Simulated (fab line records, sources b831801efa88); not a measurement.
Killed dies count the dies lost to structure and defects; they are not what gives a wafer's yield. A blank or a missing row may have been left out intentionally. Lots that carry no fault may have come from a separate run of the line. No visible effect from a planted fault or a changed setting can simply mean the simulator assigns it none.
A single fault, viewed from 2 desks ; flow sfqLine ; only its own numbers are on each desk; what lay behind them is given at the end

== FOR THE TOOL OWNER'S DESK: pvdSputter-06 ==
The tool's own readings at SFQ_TRILAYER_M6_DEP_SPUTTER_157 (material Nb, target thk 200 nm, time 133.3 s): means of the sampled wafers that have a number, for each lot that ran on this tool. The brackets show how far a lot's mean lies from the usual mean; more than 4 standard deviations puts the lot out of limits, marked OUT.
Columns: A = chamberPressurePa at SFQ_TRILAYER_M6_DEP_SPUTTER_157, usual 0.13328 Pa; B = throttleValvePct at SFQ_TRILAYER_M6_DEP_SPUTTER_157, usual 29.9 %
lot;first seen here;A;B
L878;day 66 21:52;0.13311;29.8
L883;day 70 08:31;0.13353;29.8
L892;day 72 08:51;0.13316;29.2
This desk found nothing out of limits on any of the 3 lots.

== METROLOGY DESK ==
What the gauges read, lot by lot, whatever tool the lot ran on: means of the sampled wafers that have a number. The brackets show how far a lot's mean lies from the usual mean; more than 4 standard deviations puts the lot out of limits, marked OUT.
Columns: A = M6_NB_RS at SFQ_M6_RS_MEAS_938, usual 0.891 ohm/sq
lot;first seen here;A
L877;day 66 20:50;0.886
L878;day 66 21:58;0.886
L881;day 70 02:41;0.891
L883;day 70 08:36;1.091 (+23) OUT
L884;day 70 11:18;0.890
L890;day 72 04:08;0.890
L891;day 72 06:36;0.898
L892;day 72 08:56;0.897
L893;day 72 19:53;0.888
L894;day 73 04:23;0.891
L896;day 73 10:25;0.892
L899;day 73 23:44;0.903
L900;day 74 03:19;0.891
Finding of this desk: L883 out of limits, first seen on L883 at day 70 08:36 (M6_NB_RS at SFQ_M6_RS_MEAS_938). Within limits: L877, L878, L881, L884, L890, L891, L892, L893, L894, L896, L899, L900.

== TAKEN TOGETHER ==
On L883, the metrology desk was in a position to raise an alarm at day 70 08:36.
The tool owner's desk saw nothing out of limits.
Tool owner's desk: L883 on record, inside its limits.
SFQ_TRILAYER_M6_DEP_SPUTTER_157 was run on pvdSputter-06 by each of the lots named.

== WHAT HAD BEEN PUT IN BY THE SIMULATOR ==
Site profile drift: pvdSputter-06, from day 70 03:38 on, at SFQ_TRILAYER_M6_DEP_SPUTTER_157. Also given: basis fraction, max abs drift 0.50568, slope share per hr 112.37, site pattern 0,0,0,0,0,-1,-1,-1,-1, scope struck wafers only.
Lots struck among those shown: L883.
Hours from the fault's start to each desk's first reading out of limits: the metrology desk, 5.
